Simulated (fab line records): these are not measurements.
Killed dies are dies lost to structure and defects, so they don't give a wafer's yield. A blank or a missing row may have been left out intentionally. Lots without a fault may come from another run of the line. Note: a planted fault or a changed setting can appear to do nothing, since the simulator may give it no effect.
A single fault, viewed from 2 desks	flow sfq line	every desk sees just its own numbers, and what lay behind them comes last

TOOL OWNER'S DESK, pvd sputter-04
The tool's own readings at SFQ_TRILAYER_M1_DEP_SPUTTER_037 (material Nb, target thk 200 nm, time 133.3 s): means of the sampled wafers that have a number, for each lot that ran on this tool. The brackets show how far a lot's mean lies from the usual mean; more than 4 standard deviations puts the lot out of limits, marked OUT.
Columns: A = cathode dc power W at SFQ_TRILAYER_M1_DEP_SPUTTER_037, usual 2000.0 W; B = throttle valve pct at SFQ_TRILAYER_M1_DEP_SPUTTER_037, usual 30.1 %
lot	first seen here	A	B
L909	day 12 20:59	2000.1	30.2
L911	day 13 10:01	2000.1	30.6
L913	day 14 12:11	1999.9	31.1
L914	day 14 16:59	2000.1	31.3
L928	day 25 19:46	1999.8	30.1
L929	day 26 01:46	2000.2	29.3
Finding of this desk: none of the 6 lots has anything out of limits.

METROLOGY DESK
Lot by lot, what the gauges showed, no matter which tool ran the lot: averages of those sampled wafers that carry a number. The brackets show how far a lot's mean lies from the usual mean; more than 4 standard deviations puts the lot out of limits, marked OUT.
Columns: A = M0_NB_RS at SFQ_M0_RS_MEAS_904, usual 0.890 ohm/sq; B = M1_NB_RS at SFQ_M1_RS_MEAS_909, usual 0.883 ohm/sq; C = I1_BOW at SFQ_I1_BOW_MEAS_912, usual 1 um
lot	first seen here	A	B	C
L909	day 5 07:28	0.892	0.876	-9
L911	day 5 16:29	0.888	0.876	-6
L913	day 6 01:28	0.888	0.864	5
L914	day 6 12:17	0.891	0.875	9
L915	day 6 18:17	0.884	0.897	-1
L917	day 9 21:43	0.884	0.883	0
L918	day 10 06:07	0.897	0.875	9
L919	day 10 10:53	0.872	0.877	-3
L922	day 11 08:50	0.889	0.886	-6
L923	day 11 17:50	0.898	0.900	-2
L926	day 12 12:28	0.898	0.894	9
L928	day 13 05:16	0.889	0.792 (-7.0) OUT	-5
L929	day 13 11:14	0.881	0.800 (-6.4) OUT	6
L930	day 13 17:14	0.897	0.899	8
This desk finds L928, L929 out of limits, with the earliest case on L928 at day 25 19:52 (M1_NB_RS at SFQ_M1_RS_MEAS_909). L909, L911, L913, L914, L915, L917, L918, L919, L922, L923, L926, L930 stayed within limits.

PUT TOGETHER
The metrology desk could have raised an alarm at day 25 19:52, on L928, L929.
The tool owner's desk saw nothing out of limits.
The tool owner's desk has L928, L929 on record, within its limits.
All the named lots went through SFQ_TRILAYER_M1_DEP_SPUTTER_037 on pvd sputter-04.

WHAT THE SIMULATOR HAD INSERTED
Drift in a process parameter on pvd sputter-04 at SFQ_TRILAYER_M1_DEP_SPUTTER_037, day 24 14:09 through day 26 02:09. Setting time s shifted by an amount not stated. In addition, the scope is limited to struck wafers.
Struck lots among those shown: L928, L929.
Delay in hours, fault start to first out-of-limits reading, per desk: metrology desk 30.
